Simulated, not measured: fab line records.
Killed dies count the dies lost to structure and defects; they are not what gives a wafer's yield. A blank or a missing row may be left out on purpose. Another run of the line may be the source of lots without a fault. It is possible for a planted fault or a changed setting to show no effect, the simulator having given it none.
fab line records / flow gf180mcu / part 2 of 2: steps 32 to 42 of 42
record lots=5 wafers=15 lastDay=34
route steps=602 shown VT_IMPLANT@104 MVSD@136 NWELL@137 LVPWELL@138 MVPSD@139 DUAL_GATE@141
lots that met no fault: taken from a fault-free run of the same line
startH: hours from the record's first day to the start of the lot's first wafer shown / waitH: hours elapsed since this lot's preceding step / " same as the row above / L1.1+2: a single row standing in for several wafers / - no value present, or no start provided / * or withheld: withheld / < > ~ a bound
route shown NAME@n: a module of which the file shows steps, and the number in the route of the first / usual: mean/standard deviation taken from wafers without a fault / same: alike in all rows / chamber/n: place in a boat / sites: readings site by site / _std_site: the standard deviation of these / _edge_site: the outer-site mean with the inner-site mean subtracted / radiusMm: for every site, how far away it sits from the centre of the wafer / mask NAME#n: copy n / behind: the last tool/chamber to shape the wafer / hold: the reason the lot was held/the length of the hold in hours/how it ended / device: whichever transistor did not switch (one of n, p or np) / end of line: tests of these same wafers at the route's end / step lacking rows: just its recipe / killed: not the wafer's yield, but the dies lost to structure and defects at the first sort / map: dies across one wafer; x = killed, . = not, _ = none there
set.NAME: the setting the step ran with; set.NAME@STEP: the setting that earlier step ran with / model.NAME: the simulator's own value behind a step, which no gauge read
a table for each step, a row for each wafer; lots at some steps of the route
services: the hour from which a tool's chamber was out of use, counted from the record's first day as startH (under 0 if before that day), plus the number of hours and why
## steps
# step GF_VT_IMPLANT_RTA_45
# recipe tempC=1050 timeS=30 ambient=N2
# usual chamberO2Ppm=1.998/0.021 lampPowerPct=36.1/0.5 wafer_temp_C_max=1055.6/1.6
lot.wafer=L076.1 tool=rtpAnneal-01 chamber=0 startH=170.92 waitH=0.0 chamberO2Ppm=1.991 lampPowerPct=35.6 wafer_temp_C_max=1053.7
lot.wafer=L076.2 tool=rtpAnneal-01 chamber=0 startH=170.92 waitH=0.0 chamberO2Ppm=1.980 lampPowerPct=35.6 wafer_temp_C_max=1052.6
lot.wafer=L076.5 tool=rtpAnneal-01 chamber=0 startH=170.92 waitH=0.0 chamberO2Ppm=1.996 lampPowerPct=35.6 wafer_temp_C_max=1054.0
lot.wafer=L077.1 tool=rtpAnneal-02 chamber=0 startH=178.45 waitH=0.0 chamberO2Ppm=1.997 lampPowerPct=36.6 wafer_temp_C_max=1059.8
lot.wafer=L077.3 tool=rtpAnneal-02 chamber=0 startH=178.45 waitH=0.0 chamberO2Ppm=1.976 lampPowerPct=36.6 wafer_temp_C_max=1054.4
lot.wafer=L077.4 tool=rtpAnneal-02 chamber=0 startH=178.45 waitH=0.0 chamberO2Ppm=1.995 lampPowerPct=36.6 wafer_temp_C_max=1056.0
lot.wafer=L084.1 tool=rtpAnneal-02 chamber=0 startH=223.36 waitH=0.0 chamberO2Ppm=2.013 lampPowerPct=36.6 wafer_temp_C_max=1057.2
lot.wafer=L084.3 tool=rtpAnneal-02 chamber=0 startH=223.36 waitH=0.0 chamberO2Ppm=2.017 lampPowerPct=36.6 wafer_temp_C_max=1056.0
lot.wafer=L084.6 tool=rtpAnneal-02 chamber=0 startH=223.36 waitH=0.0 chamberO2Ppm=2.002 lampPowerPct=36.7 wafer_temp_C_max=1056.7
lot.wafer=L088.1 tool=rtpAnneal-01 chamber=0 startH=251.85 waitH=0.0 chamberO2Ppm=2.031 lampPowerPct=35.5 wafer_temp_C_max=1053.3
lot.wafer=L088.4 tool=rtpAnneal-01 chamber=0 startH=251.85 waitH=0.0 chamberO2Ppm=1.961 lampPowerPct=35.6 wafer_temp_C_max=1053.9
lot.wafer=L088.5 tool=rtpAnneal-01 chamber=0 startH=251.85 waitH=0.0 chamberO2Ppm=2.012 lampPowerPct=35.6 wafer_temp_C_max=1053.5
lot.wafer=L094.2 tool=rtpAnneal-02 chamber=0 startH=293.31 waitH=0.0 chamberO2Ppm=1.984 lampPowerPct=36.5 wafer_temp_C_max=1057.5
lot.wafer=L094.3 tool=rtpAnneal-02 chamber=0 startH=293.31 waitH=0.0 chamberO2Ppm=1.988 lampPowerPct=36.6 wafer_temp_C_max=1058.5
lot.wafer=L094.5 tool=rtpAnneal-02 chamber=0 startH=293.31 waitH=0.0 chamberO2Ppm=2.032 lampPowerPct=36.5 wafer_temp_C_max=1055.1
# step GF_VT_IMPLANT_RS_MEAS_46
# recipe thkMeasGauge=four-point-probe
# usual MVSD_RS=455.9/1.1
lot.wafer=L076.1 tool=filmMetro-04 chamber=- startH=171.02 waitH=0.1 MVSD_RS[ohm/sq]=455.2
lot.wafer=L076.2 tool=filmMetro-04 chamber=- startH=171.02 waitH=0.1 MVSD_RS[ohm/sq]=454.8
lot.wafer=L076.5 tool=filmMetro-04 chamber=- startH=171.02 waitH=0.1 MVSD_RS[ohm/sq]=454.7
lot.wafer=L077.1 tool=filmMetro-02 chamber=- startH=178.55 waitH=0.1 MVSD_RS[ohm/sq]=455.7
lot.wafer=L077.3 tool=filmMetro-02 chamber=- startH=178.55 waitH=0.1 MVSD_RS[ohm/sq]=457.6
lot.wafer=L077.4 tool=filmMetro-02 chamber=- startH=178.55 waitH=0.1 MVSD_RS[ohm/sq]=456.7
lot.wafer=L084.1 tool=filmMetro-03 chamber=- startH=223.46 waitH=0.1 MVSD_RS[ohm/sq]=456.3
lot.wafer=L084.3 tool=filmMetro-03 chamber=- startH=223.46 waitH=0.1 MVSD_RS[ohm/sq]=456.2
lot.wafer=L084.6 tool=filmMetro-03 chamber=- startH=223.46 waitH=0.1 MVSD_RS[ohm/sq]=456.8
lot.wafer=L088.1 tool=filmMetro-02 chamber=- startH=251.95 waitH=0.1 MVSD_RS[ohm/sq]=455.5
lot.wafer=L088.4 tool=filmMetro-02 chamber=- startH=251.95 waitH=0.1 MVSD_RS[ohm/sq]=455.2
lot.wafer=L088.5 tool=filmMetro-02 chamber=- startH=251.95 waitH=0.1 MVSD_RS[ohm/sq]=453.7
lot.wafer=L094.2 tool=filmMetro-04 chamber=- startH=293.42 waitH=0.1 MVSD_RS[ohm/sq]=455.7
lot.wafer=L094.3 tool=filmMetro-04 chamber=- startH=293.42 waitH=0.1 MVSD_RS[ohm/sq]=456.4
lot.wafer=L094.5 tool=filmMetro-04 chamber=- startH=293.42 waitH=0.1 MVSD_RS[ohm/sq]=455.7
# step GF_VT_IMPLANT_RS_MEAS_47
# recipe thkMeasGauge=four-point-probe
# usual NWELL_RS=487.6/1.2
lot.wafer=L076.1 tool=filmMetro-04 chamber=- startH=171.14 waitH=0.1 NWELL_RS[ohm/sq]=487.9
lot.wafer=L076.2 tool=filmMetro-04 chamber=- startH=171.14 waitH=0.1 NWELL_RS[ohm/sq]=486.5
lot.wafer=L076.5 tool=filmMetro-04 chamber=- startH=171.14 waitH=0.1 NWELL_RS[ohm/sq]=487.4
lot.wafer=L077.1 tool=filmMetro-02 chamber=- startH=178.67 waitH=0.1 NWELL_RS[ohm/sq]=488.3
lot.wafer=L077.3 tool=filmMetro-02 chamber=- startH=178.67 waitH=0.1 NWELL_RS[ohm/sq]=488.2
lot.wafer=L077.4 tool=filmMetro-02 chamber=- startH=178.67 waitH=0.1 NWELL_RS[ohm/sq]=487.7
lot.wafer=L084.1 tool=filmMetro-03 chamber=- startH=223.58 waitH=0.1 NWELL_RS[ohm/sq]=487.4
lot.wafer=L084.3 tool=filmMetro-03 chamber=- startH=223.58 waitH=0.1 NWELL_RS[ohm/sq]=489.4
lot.wafer=L084.6 tool=filmMetro-03 chamber=- startH=223.58 waitH=0.1 NWELL_RS[ohm/sq]=487.6
lot.wafer=L088.1 tool=filmMetro-02 chamber=- startH=252.07 waitH=0.1 NWELL_RS[ohm/sq]=489.0
lot.wafer=L088.4 tool=filmMetro-02 chamber=- startH=252.07 waitH=0.1 NWELL_RS[ohm/sq]=486.6
lot.wafer=L088.5 tool=filmMetro-02 chamber=- startH=252.07 waitH=0.1 NWELL_RS[ohm/sq]=487.6
lot.wafer=L094.2 tool=filmMetro-04 chamber=- startH=293.54 waitH=0.1 NWELL_RS[ohm/sq]=487.2
lot.wafer=L094.3 tool=filmMetro-04 chamber=- startH=293.54 waitH=0.1 NWELL_RS[ohm/sq]=486.8
lot.wafer=L094.5 tool=filmMetro-04 chamber=- startH=293.54 waitH=0.1 NWELL_RS[ohm/sq]=485.0
# step GF_VT_IMPLANT_RS_MEAS_48
# recipe thkMeasGauge=four-point-probe
# usual LVPWELL_RS=1195.3/2.8
lot.wafer=L076.1 tool=filmMetro-04 chamber=- startH=171.26 waitH=0.1 LVPWELL_RS[ohm/sq]=1193.6
lot.wafer=L076.2 tool=filmMetro-04 chamber=- startH=171.26 waitH=0.1 LVPWELL_RS[ohm/sq]=1190.7
lot.wafer=L076.5 tool=filmMetro-04 chamber=- startH=171.26 waitH=0.1 LVPWELL_RS[ohm/sq]=1192.4
lot.wafer=L077.1 tool=filmMetro-02 chamber=- startH=178.79 waitH=0.1 LVPWELL_RS[ohm/sq]=1196.2
lot.wafer=L077.3 tool=filmMetro-02 chamber=- startH=178.79 waitH=0.1 LVPWELL_RS[ohm/sq]=1197.9
lot.wafer=L077.4 tool=filmMetro-02 chamber=- startH=178.79 waitH=0.1 LVPWELL_RS[ohm/sq]=1197.8
lot.wafer=L084.1 tool=filmMetro-03 chamber=- startH=223.70 waitH=0.1 LVPWELL_RS[ohm/sq]=1194.2
lot.wafer=L084.3 tool=filmMetro-03 chamber=- startH=223.70 waitH=0.1 LVPWELL_RS[ohm/sq]=1196.1
lot.wafer=L084.6 tool=filmMetro-03 chamber=- startH=223.70 waitH=0.1 LVPWELL_RS[ohm/sq]=1196.4
lot.wafer=L088.1 tool=filmMetro-02 chamber=- startH=252.19 waitH=0.1 LVPWELL_RS[ohm/sq]=1193.5
lot.wafer=L088.4 tool=filmMetro-02 chamber=- startH=252.19 waitH=0.1 LVPWELL_RS[ohm/sq]=1193.1
lot.wafer=L088.5 tool=filmMetro-02 chamber=- startH=252.19 waitH=0.1 LVPWELL_RS[ohm/sq]=1199.1
lot.wafer=L094.2 tool=filmMetro-04 chamber=- startH=293.66 waitH=0.1 LVPWELL_RS[ohm/sq]=1193.5
lot.wafer=L094.3 tool=filmMetro-04 chamber=- startH=293.66 waitH=0.1 LVPWELL_RS[ohm/sq]=1194.8
lot.wafer=L094.5 tool=filmMetro-04 chamber=- startH=293.66 waitH=0.1 LVPWELL_RS[ohm/sq]=1193.2
# step GF_VT_IMPLANT_RS_MEAS_49
# recipe thkMeasGauge=four-point-probe
# usual MVPSD_RS=1166.8/2.9
lot.wafer=L076.1 tool=filmMetro-04 chamber=- startH=171.38 waitH=0.1 MVPSD_RS[ohm/sq]=1167.2
lot.wafer=L076.2 tool=filmMetro-04 chamber=- startH=171.38 waitH=0.1 MVPSD_RS[ohm/sq]=1165.3
lot.wafer=L076.5 tool=filmMetro-04 chamber=- startH=171.38 waitH=0.1 MVPSD_RS[ohm/sq]=1166.7
lot.wafer=L077.1 tool=filmMetro-02 chamber=- startH=178.91 waitH=0.1 MVPSD_RS[ohm/sq]=1166.9
lot.wafer=L077.3 tool=filmMetro-02 chamber=- startH=178.91 waitH=0.1 MVPSD_RS[ohm/sq]=1167.2
lot.wafer=L077.4 tool=filmMetro-02 chamber=- startH=178.91 waitH=0.1 MVPSD_RS[ohm/sq]=1165.8
lot.wafer=L084.1 tool=filmMetro-03 chamber=- startH=223.82 waitH=0.1 MVPSD_RS[ohm/sq]=1169.9
lot.wafer=L084.3 tool=filmMetro-03 chamber=- startH=223.82 waitH=0.1 MVPSD_RS[ohm/sq]=1167.2
lot.wafer=L084.6 tool=filmMetro-03 chamber=- startH=223.82 waitH=0.1 MVPSD_RS[ohm/sq]=1168.7
lot.wafer=L088.1 tool=filmMetro-02 chamber=- startH=252.31 waitH=0.1 MVPSD_RS[ohm/sq]=1170.4
lot.wafer=L088.4 tool=filmMetro-02 chamber=- startH=252.31 waitH=0.1 MVPSD_RS[ohm/sq]=1170.6
lot.wafer=L088.5 tool=filmMetro-02 chamber=- startH=252.31 waitH=0.1 MVPSD_RS[ohm/sq]=1171.0
lot.wafer=L094.2 tool=filmMetro-04 chamber=- startH=293.78 waitH=0.1 MVPSD_RS[ohm/sq]=1164.6
lot.wafer=L094.3 tool=filmMetro-04 chamber=- startH=293.78 waitH=0.1 MVPSD_RS[ohm/sq]=1163.6
lot.wafer=L094.5 tool=filmMetro-04 chamber=- startH=293.78 waitH=0.1 MVPSD_RS[ohm/sq]=1160.0
# step GF_VT_IMPLANT_WET_ETCH_50
# recipe chemistry=dHF targetDepthNm=20 target=SiO2 tempC=25 dilution=100:1 timeS=400
# usual bathHeatDutyPct=6.2/0.92
lot.wafer=L076.1 tool=wetBench-02 chamber=3 startH=171.50 waitH=0.1 bathHeatDutyPct=6.8
lot.wafer=L076.2 tool=wetBench-02 chamber=3 startH=171.50 waitH=0.1 bathHeatDutyPct=6.1
lot.wafer=L076.5 tool=wetBench-02 chamber=3 startH=171.50 waitH=0.1 bathHeatDutyPct=6.8
lot.wafer=L077.1 tool=wetBench-03 chamber=2 startH=179.03 waitH=0.1 bathHeatDutyPct=5.7
lot.wafer=L077.3 tool=wetBench-03 chamber=2 startH=179.03 waitH=0.1 bathHeatDutyPct=6.0
lot.wafer=L077.4 tool=wetBench-03 chamber=2 startH=179.03 waitH=0.1 bathHeatDutyPct=4.9
lot.wafer=L084.1 tool=wetBench-03 chamber=3 startH=223.94 waitH=0.1 bathHeatDutyPct=5.2
lot.wafer=L084.3 tool=wetBench-03 chamber=3 startH=223.94 waitH=0.1 bathHeatDutyPct=5.4
lot.wafer=L084.6 tool=wetBench-03 chamber=3 startH=223.94 waitH=0.1 bathHeatDutyPct=5.5
lot.wafer=L088.1 tool=wetBench-03 chamber=3 startH=252.43 waitH=0.1 bathHeatDutyPct=6.0
lot.wafer=L088.4 tool=wetBench-03 chamber=3 startH=252.43 waitH=0.1 bathHeatDutyPct=5.0
lot.wafer=L088.5 tool=wetBench-03 chamber=3 startH=252.43 waitH=0.1 bathHeatDutyPct=6.2
lot.wafer=L094.2 tool=wetBench-04 chamber=0 startH=293.88 waitH=0.1 bathHeatDutyPct=6.2
lot.wafer=L094.3 tool=wetBench-04 chamber=0 startH=293.88 waitH=0.1 bathHeatDutyPct=5.3
lot.wafer=L094.5 tool=wetBench-04 chamber=0 startH=293.88 waitH=0.1 bathHeatDutyPct=6.2
# step GF_DUAL_GATE_CLEAN_00
# recipe chemistry=SC1/SC2 mix=1:4:20 tempC=70 timeS=150
# usual bathHeatDutyPct=14.0/1.7
lot.wafer=L076.1 tool=wetBench-03 chamber=0 startH=171.63 waitH=0.0 bathHeatDutyPct=15.0
lot.wafer=L076.2 tool=wetBench-03 chamber=0 startH=171.63 waitH=0.0 bathHeatDutyPct=14.2
lot.wafer=L076.5 tool=wetBench-03 chamber=0 startH=171.63 waitH=0.0 bathHeatDutyPct=13.9
lot.wafer=L077.1 tool=wetBench-02 chamber=2 startH=179.15 waitH=0.0 bathHeatDutyPct=12.9
lot.wafer=L077.3 tool=wetBench-02 chamber=2 startH=179.15 waitH=0.0 bathHeatDutyPct=13.0
lot.wafer=L077.4 tool=wetBench-02 chamber=2 startH=179.15 waitH=0.0 bathHeatDutyPct=14.8
lot.wafer=L084.1 tool=wetBench-04 chamber=1 startH=224.07 waitH=0.0 bathHeatDutyPct=15.1
lot.wafer=L084.3 tool=wetBench-04 chamber=1 startH=224.07 waitH=0.0 bathHeatDutyPct=15.7
lot.wafer=L084.6 tool=wetBench-04 chamber=1 startH=224.07 waitH=0.0 bathHeatDutyPct=14.7
lot.wafer=L088.1 tool=wetBench-04 chamber=1 startH=252.55 waitH=0.0 bathHeatDutyPct=14.1
lot.wafer=L088.4 tool=wetBench-04 chamber=1 startH=252.55 waitH=0.0 bathHeatDutyPct=16.2
lot.wafer=L088.5 tool=wetBench-04 chamber=1 startH=252.55 waitH=0.0 bathHeatDutyPct=14.6
lot.wafer=L094.2 tool=wetBench-02 chamber=1 startH=294.00 waitH=0.0 bathHeatDutyPct=17.2
lot.wafer=L094.3 tool=wetBench-02 chamber=1 startH=294.00 waitH=0.0 bathHeatDutyPct=15.4
lot.wafer=L094.5 tool=wetBench-02 chamber=1 startH=294.00 waitH=0.0 bathHeatDutyPct=17.4
# step GF_DUAL_GATE_CLEAN_01
# recipe chemistry=dHF timeS=20 dilution=100:1 dry=ipaMarangoni
lot.wafer=L076.1+2+5 tool=wetBench-04 chamber=2 startH=171.68 waitH=0.0
lot.wafer=L077.1+3+4 tool=wetBench-03 chamber=0 startH=179.20 waitH=0.0
lot.wafer=L084.1+3+6 tool=wetBench-03 chamber=3 startH=224.12 waitH=0.0
lot.wafer=L088.1+4+5 tool=wetBench-02 chamber=3 startH=252.61 waitH=0.0
lot.wafer=L094.2+3+5 tool=wetBench-03 chamber=1 startH=294.05 waitH=0.0
# step GF_DUAL_GATE_OXIDATION_02
# recipe tempC=900 ambient=O2 stabiliseS=600 purgeS=300 targetThkA=108.87 oxTimeS=1602
# usual oxTempCMax=904.6/1.3 spikeTcLowerC=901.3/1.2 tubeCenterTempC=900/0.083 zonePowerUpperPct=15.7/0.85
lot.wafer=L076.1 tool=furnace-01 chamber=0 startH=171.72 waitH=0.0 oxTempCMax=903.4 spikeTcLowerC=902.2 tubeCenterTempC=899.93 zonePowerUpperPct=14.9
lot.wafer=L076.2 tool=furnace-01 chamber=0 startH=171.72 waitH=0.0 oxTempCMax=904.1 spikeTcLowerC=902.1 tubeCenterTempC=899.97 zonePowerUpperPct=15.0
lot.wafer=L076.5 tool=furnace-01 chamber=0 startH=171.72 waitH=0.0 oxTempCMax=904.1 spikeTcLowerC=902.2 tubeCenterTempC=899.94 zonePowerUpperPct=14.7
lot.wafer=L077.1 tool=furnace-01 chamber=0 startH=179.22 waitH=0.0 oxTempCMax=903.2 spikeTcLowerC=901.5 tubeCenterTempC=900.06 zonePowerUpperPct=15.1
lot.wafer=L077.3 tool=furnace-01 chamber=0 startH=179.22 waitH=0.0 oxTempCMax=903.1 spikeTcLowerC=901.2 tubeCenterTempC=899.95 zonePowerUpperPct=15.1
lot.wafer=L077.4 tool=furnace-01 chamber=0 startH=179.22 waitH=0.0 oxTempCMax=906.0 spikeTcLowerC=901.1 tubeCenterTempC=900.01 zonePowerUpperPct=15.1
lot.wafer=L084.1 tool=furnace-02 chamber=0 startH=224.14 waitH=0.0 oxTempCMax=908.1 spikeTcLowerC=901.3 tubeCenterTempC=899.92 zonePowerUpperPct=16.8
lot.wafer=L084.3 tool=furnace-02 chamber=0 startH=224.14 waitH=0.0 oxTempCMax=907.7 spikeTcLowerC=899.4 tubeCenterTempC=899.86 zonePowerUpperPct=16.7
lot.wafer=L084.6 tool=furnace-02 chamber=0 startH=224.14 waitH=0.0 oxTempCMax=906.4 spikeTcLowerC=900.5 tubeCenterTempC=900.08 zonePowerUpperPct=16.9
lot.wafer=L088.1 tool=furnace-02 chamber=0 startH=253.45 waitH=0.8 oxTempCMax=904.8 spikeTcLowerC=900.9 tubeCenterTempC=900.07 zonePowerUpperPct=16.9
lot.wafer=L088.4 tool=furnace-02 chamber=0 startH=253.45 waitH=0.8 oxTempCMax=906.0 spikeTcLowerC=901.0 tubeCenterTempC=900.03 zonePowerUpperPct=17.0
lot.wafer=L088.5 tool=furnace-02 chamber=0 startH=253.45 waitH=0.8 oxTempCMax=906.5 spikeTcLowerC=899.9 tubeCenterTempC=899.93 zonePowerUpperPct=16.8
lot.wafer=L094.2 tool=furnace-02 chamber=0 startH=295.50 waitH=1.4 oxTempCMax=906.0 spikeTcLowerC=900.2 tubeCenterTempC=900 zonePowerUpperPct=17.0
lot.wafer=L094.3 tool=furnace-02 chamber=0 startH=295.50 waitH=1.4 oxTempCMax=906.0 spikeTcLowerC=902.5 tubeCenterTempC=899.94 zonePowerUpperPct=17.1
lot.wafer=L094.5 tool=furnace-02 chamber=0 startH=295.50 waitH=1.4 oxTempCMax=905.2 spikeTcLowerC=900.5 tubeCenterTempC=899.88 zonePowerUpperPct=16.8
# step GF_DUAL_GATE_THK_MEAS_03
# recipe reads=SiO2_of_DUAL_GATE_OXIDATION_02
# usual DUAL_GATE_OXIDATION_00_THK=10.93/0.22
lot.wafer=L076.1 tool=filmMetro-02 chamber=- startH=173.16 waitH=0.0 DUAL_GATE_OXIDATION_00_THK[nm]=10.91
lot.wafer=L076.2 tool=filmMetro-02 chamber=- startH=173.16 waitH=0.0 DUAL_GATE_OXIDATION_00_THK[nm]=10.72
lot.wafer=L076.5 tool=filmMetro-02 chamber=- startH=173.16 waitH=0.0 DUAL_GATE_OXIDATION_00_THK[nm]=10.89
lot.wafer=L077.1 tool=filmMetro-04 chamber=- startH=180.66 waitH=0.0 DUAL_GATE_OXIDATION_00_THK[nm]=11.23
lot.wafer=L077.3 tool=filmMetro-04 chamber=- startH=180.66 waitH=0.0 DUAL_GATE_OXIDATION_00_THK[nm]=11.26
lot.wafer=L077.4 tool=filmMetro-04 chamber=- startH=180.66 waitH=0.0 DUAL_GATE_OXIDATION_00_THK[nm]=11.21
lot.wafer=L084.1 tool=filmMetro-02 chamber=- startH=225.58 waitH=0.0 DUAL_GATE_OXIDATION_00_THK[nm]=11.23
lot.wafer=L084.3 tool=filmMetro-02 chamber=- startH=225.58 waitH=0.0 DUAL_GATE_OXIDATION_00_THK[nm]=11.32
lot.wafer=L084.6 tool=filmMetro-02 chamber=- startH=225.58 waitH=0.0 DUAL_GATE_OXIDATION_00_THK[nm]=11.43
lot.wafer=L088.1 tool=filmMetro-04 chamber=- startH=254.89 waitH=0.0 DUAL_GATE_OXIDATION_00_THK[nm]=11.05
lot.wafer=L088.4 tool=filmMetro-04 chamber=- startH=254.89 waitH=0.0 DUAL_GATE_OXIDATION_00_THK[nm]=11.02
lot.wafer=L088.5 tool=filmMetro-04 chamber=- startH=254.89 waitH=0.0 DUAL_GATE_OXIDATION_00_THK[nm]=11.04
lot.wafer=L094.2 tool=filmMetro-04 chamber=- startH=296.95 waitH=0.0 DUAL_GATE_OXIDATION_00_THK[nm]=10.97
lot.wafer=L094.3 tool=filmMetro-04 chamber=- startH=296.95 waitH=0.0 DUAL_GATE_OXIDATION_00_THK[nm]=11.03
lot.wafer=L094.5 tool=filmMetro-04 chamber=- startH=296.95 waitH=0.0 DUAL_GATE_OXIDATION_00_THK[nm]=11.26
# step GF_DUAL_GATE_DEHYDRATE_04
# recipe tempC=200 timeS=60
lot.wafer=L076.1+2+5 tool=lithoTrack-04 chamber=0 startH=180.82 waitH=7.6
lot.wafer=L077.1+3+4 tool=lithoTrack-01 chamber=0 startH=188.31 waitH=7.6
lot.wafer=L084.1+3+6 tool=lithoTrack-01 chamber=0 startH=234.31 waitH=8.7
lot.wafer=L088.1+4+5 tool=lithoTrack-04 chamber=0 startH=262.77 waitH=7.9
lot.wafer=L094.2+3+5 tool=lithoTrack-04 chamber=0 startH=306.39 waitH=9.4
## services
tool=plasmaAsher-02 chamber=- startH=108.75 hours=9.0 kind=pm
tool=furnace-02 chamber=- startH=114.98 hours=2.5 kind=pm
tool=ilineStepper-02 chamber=- startH=116.91 hours=1.7 kind=pm
tool=implanter-03 chamber=- startH=122.41 hours=7.1 kind=pm
tool=rtpAnneal-02 chamber=- startH=126.48 hours=1.9 kind=pm
tool=implanter-01 chamber=- startH=159.61 hours=5.5 kind=pm
tool=furnace-02 chamber=- startH=160.35 hours=3.5 kind=pm
tool=ilineStepper-01 chamber=- startH=163.26 hours=1.7 kind=pm
tool=ilineStepper-01 chamber=- startH=167.20 hours=0.8 kind=repair
tool=rtpAnneal-01 chamber=- startH=177.14 hours=5.3 kind=pm
tool=plasmaAsher-03 chamber=- startH=180.49 hours=1.7 kind=repair
tool=ilineStepper-02 chamber=- startH=196.37 hours=2.1 kind=pm
tool=plasmaAsher-03 chamber=- startH=201.89 hours=1.6 kind=repair
tool=rtpAnneal-02 chamber=- startH=215.88 hours=5.2 kind=pm
tool=ilineStepper-01 chamber=- startH=231.75 hours=9.7 kind=repair
tool=plasmaAsher-04 chamber=- startH=257.52 hours=4.1 kind=repair
tool=implanter-03 chamber=- startH=258.39 hours=1.8 kind=repair
tool=implanter-03 chamber=- startH=259.57 hours=1.9 kind=repair
tool=implanter-03 chamber=- startH=267.72 hours=1.7 kind=repair
tool=wetBench-02 chamber=- startH=272.70 hours=0.8 kind=repair
tool=furnace-01 chamber=- startH=273.16 hours=7.6 kind=pm
tool=ilineStepper-01 chamber=- startH=288.52 hours=0.5 kind=repair
tool=wetBench-04 chamber=- startH=297.01 hours=49.8 kind=pm
tool=plasmaAsher-03 chamber=- startH=301.29 hours=2.8 kind=pm
